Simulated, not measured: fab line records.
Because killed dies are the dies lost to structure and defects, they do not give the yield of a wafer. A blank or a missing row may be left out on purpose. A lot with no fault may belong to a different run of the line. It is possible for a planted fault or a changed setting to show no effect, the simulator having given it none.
What tool caused it? -- flow sky130 -- 30 wafers from 10 lots sampled at 2 of the route's 708 steps

== WHAT EACH GAUGE READ, for each wafer ==
SKY_NWELL_OVL_MEAS_23.
lot,measured,on,NWELL_01_OVL (nm)
L214,day 6 09:14,overlay-01,-1.4 -1.4 -0.1
L216,day 6 20:38,overlay-02,-0.9 -0.8 -0.2
L219,day 7 16:23,overlay-02,0.0 -0.2 0.1
L220,day 7 18:35,overlay-01,-0.4 2.2 0.6
L223,day 8 14:45,overlay-02,-0.2 -0.1 2.1
L224,day 8 19:32,overlay-02,1.3 2.8 2.9
L225,day 9 07:50,overlay-01,2.4 0.1 2.5
L231,day 10 12:02,overlay-02,2.1 2.1 1.7
L232,day 10 13:19,overlay-01,1.1 0.9 1.4
L233,day 11 00:26,overlay-02,2.0 3.4 3.1

SKY_SONOS_TUNNEL_TW_MEAS_12.
lot,measured,on,SONOS_TUNNEL_TW
L214,day 12 10:23,film-metro-04,202.6 202.9 202.5
L216,day 13 06:09,film-metro-04,202.8 202.4 202.7
L219,day 14 06:10,film-metro-02,199.8 199.4 197.8
L220,day 14 09:19,film-metro-03,197.5 198.1 197.8
L223,day 15 11:02,film-metro-02,200.5 200.6 201.2
L224,day 15 20:14,film-metro-04,201.5 201.0 202.2
L225,day 16 11:23,film-metro-02,198.6 200.0 198.5
L231,day 18 01:52,film-metro-03,199.7 198.2 198.5
L232,day 18 05:35,film-metro-04,201.0 200.5 200.7
L233,day 18 17:20,film-metro-04,200.5 200.5 200.1

== WHICH TOOL RAN EACH LOT (tool, then ch and the chambers of the sampled wafers, then the start) ==
The record shows no process step preceding these readings.

== AS READ BY THE TOOLS THEMSELVES (means over the sampled wafers that have a number; for cases with no such wafer, the mark the record gives instead) ==
The record holds no such reading with a usual standard deviation.

== THE ANSWER, worked out from the rows above alone ==
Rule: usual is defined by the lots themselves. The widest of any qualifying gaps counts: lots, ordered by their means at a reading, are off when they make up no more than a third of the lots, leave a main group of 4 or more, and stand apart from it by 3 or more times the standard deviation of that group's means. The tables above print the reading to a certain number of digits; a main group whose means all agree to those digits is not used. Also off: a lot with no number at a reading for which 4 or more lots have one. All remaining lots with rows at the step are treated as sound. Order of review: gauges by route order, followed by the tools' own readings, for which a lot's mean as printed above is used. At the first step where some lot is off, the reading lying furthest off is the one used; lots without a number count as furthest.
Across all readings shown, no lot is off: no conclusion can be drawn from this.

== WHAT HAD BEEN PUT IN BY THE SIMULATOR ==
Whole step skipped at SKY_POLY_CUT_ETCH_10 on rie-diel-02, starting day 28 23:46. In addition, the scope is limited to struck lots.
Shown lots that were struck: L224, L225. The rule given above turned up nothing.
